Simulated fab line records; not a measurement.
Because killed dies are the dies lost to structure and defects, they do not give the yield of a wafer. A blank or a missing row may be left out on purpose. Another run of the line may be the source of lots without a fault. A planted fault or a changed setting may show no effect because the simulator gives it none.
Matching of chambers -- flow sfq_line -- SFQ_TRILAYER_I6_VIA_BARC_OPEN_VIA_ETCH_235 on rie_diel-04: 4 sister chambers
The step etches BARC in O2, target depth 125 nm, time 41.7 s. 16 wafers are shown with their chamber, then 8 later ones without.

## WAFERS PAIRED WITH THEIR CHAMBERS
wafer,chamber,drypump_motor_current_A (A),rf_fwd_power_W (W),oes_product_au (a.u.)
L828.2,3,5.81,495.7,0.687
L828.5,3,5.82,495.0,0.683
L828.6,0,5.69,497.5,0.689
L829.1,1,5.36,491.3,0.680
L829.2,3,5.78,497.1,0.677
L829.4,0,5.73,495.0,0.684
L830.1,0,5.68,497.7,0.676
L830.2,1,5.35,493.0,0.672
L830.5,3,5.79,494.7,0.683
L833.2,2,5.76,492.1,0.682
L833.4,1,5.33,490.8,0.677
L833.5,2,5.78,492.7,0.686
L834.3,1,5.38,490.4,0.688
L834.5,1,5.36,494.4,0.686
L834.6,2,5.76,492.6,0.685
L846.3,1,5.35,492.4,0.681

SIGNATURES, as means of the wafers listed above
reading,chamber 0,chamber 1,chamber 2,chamber 3,scatter within a chamber
drypump_motor_current_A,5.7000,5.3550,5.7667,5.8000,0.0183
rf_fwd_power_W,496.733,492.050,492.467,495.625,1.28
oes_product_au,0.68300,0.68067,0.68433,0.68250,0.00514
Rule: for a wafer and a chamber, the distance is found by dividing, reading by reading, the gap between the wafer's reading and the chamber's mean by the reading's scatter, squaring, summing and taking the root. The wafer belongs to the nearest chamber; if the next one is less than 2 further off, it can't be placed. The scatter: the root of (the sum of the squares of (reading less its chamber's mean) over the shown wafers, divided by (wafers less chambers)).

## WAFERS WITH NO CHAMBER GIVEN
wafer,drypump_motor_current_A (A),rf_fwd_power_W (W),oes_product_au (a.u.)
L846.4,5.68,495.4,0.689
L846.6,5.78,492.5,0.684
L848.1,5.78,494.3,0.690
L848.5,5.70,496.5,0.688
L848.6,5.81,496.0,0.690
L850.2,5.81,493.4,0.684
L850.3,5.77,488.9,0.688
L850.5,5.77,491.0,0.686

## THE CHAMBER EACH PASSED THROUGH
wafer,from the rows above,in truth
L846.4,0,0
L846.6,can't be placed: 2 or 3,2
L848.1,can't be placed: 2 or 3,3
L848.5,0,0
L848.6,3,3
L850.2,can't be placed: 3 or 2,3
L850.3,2,2
L850.5,2,2
Correct placement for 5 of the 8. Unplaceable from these rows: 3, with the true chamber sitting among the candidates in 3. Placed wrongly: 0.
